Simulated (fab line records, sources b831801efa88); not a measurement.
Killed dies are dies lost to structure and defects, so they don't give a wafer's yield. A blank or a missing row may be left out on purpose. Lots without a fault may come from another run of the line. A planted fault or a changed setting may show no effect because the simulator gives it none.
A struck lot beside a sound one | flow gf180mcu | 14 steps out of a route of 602
Sound: wafers L246.1, L246.4, L246.6. Struck: wafers L237.1, L237.3, L237.4. The cause comes at the end.
At each step with rows: each side's tool, then ch and its chambers, then its first start. Under that, the readings that differ: sound wafers | struck wafers | difference of the means | sigmas: that difference in standard deviations of wafers without a fault.
alike: readings whose means differ by less than 2 such deviations, and words and numbers that are the same on both sides. not compared: withheld readings, readings that some wafer has no value for, bounds like >300 that may hide the same value, and numbers for which the record gives no deviation and whose values overlap.
The two part at a step that has a row with sigmas, a row that says differs or no value, or rows on one side only. Numbers that don't overlap but have no deviation are shown without sigmas and don't part them. A reading that every wafer of one side lacks parts them only if that side has two wafers or more.

first, 4 steps without rows for these wafers: GF_VT_IMPLANT_SOFTBAKE_25 (time 60 s); GF_VT_IMPLANT_EXPOSE_26 (exposes mask LVPWELL HV AREA, target cd 860 nm); GF_VT_IMPLANT_PEB_27; GF_VT_IMPLANT_DEVELOP_28 (develop time 60 s).
GF_VT_IMPLANT_OVL_MEAS_29:
  sound on overlay-02, day 10 17:44; struck on overlay-02, day 8 02:29
  alike: VT_IMPLANT_02_OVL
then, 1 step without rows for these wafers: GF_VT_IMPLANT_IMPLANT_30.
GF_VT_IMPLANT_STRIP_31: strips in O2/N2.
  sound on plasma_asher-02 ch 0,1, day 10 17:55; struck on plasma_asher-02 ch 0,1, day 8 02:40
  alike: drypump_motor_current_A, heater_power_w, oes_product_au, strip_time_to_endpoint_s
  not compared: rf_hours_counter_h
GF_VT_IMPLANT_TW_MEAS_32:
  sound on film_metro-01, day 10 18:01; struck on film_metro-01, day 8 02:46
  alike: VT_IMPLANT_3_TW
then, 4 steps without rows for these wafers: GF_VT_IMPLANT_DEHYDRATE_33 (time 60 s); GF_VT_IMPLANT_HMDS_34 (prime time 60 s); GF_VT_IMPLANT_COAT_35 (resist thk 1000 nm); GF_VT_IMPLANT_SOFTBAKE_36 (time 60 s).
GF_VT_IMPLANT_EXPOSE_37: exposes mask Nwell HV AREA, target cd 860 nm.
  sound on iline_stepper-01 ch 0, day 11 02:59; struck on iline_stepper-01, day 8 11:36
  no value came back on the struck wafers for exposure_dose_mJ_cm2, focus_offset_nm (nm), reticle_temp_C (C); on the sound wafers exposure_dose_mJ_cm2 reads 139.97 139.99 140.05
  reading                            | sound                   | struck         | difference | sigmas
  model.VT_IMPLANT.overlay_x_nm (nm) | -0.6345 -0.6345 -0.6345 | 1.33 1.33 1.33 | +1.96      |
  alike: mask
then, 1 step without rows for these wafers: GF_VT_IMPLANT_PEB_38.

WHERE THEY PART
Only at GF_VT_IMPLANT_EXPOSE_37, within this record.

WHY: what the simulator had put in
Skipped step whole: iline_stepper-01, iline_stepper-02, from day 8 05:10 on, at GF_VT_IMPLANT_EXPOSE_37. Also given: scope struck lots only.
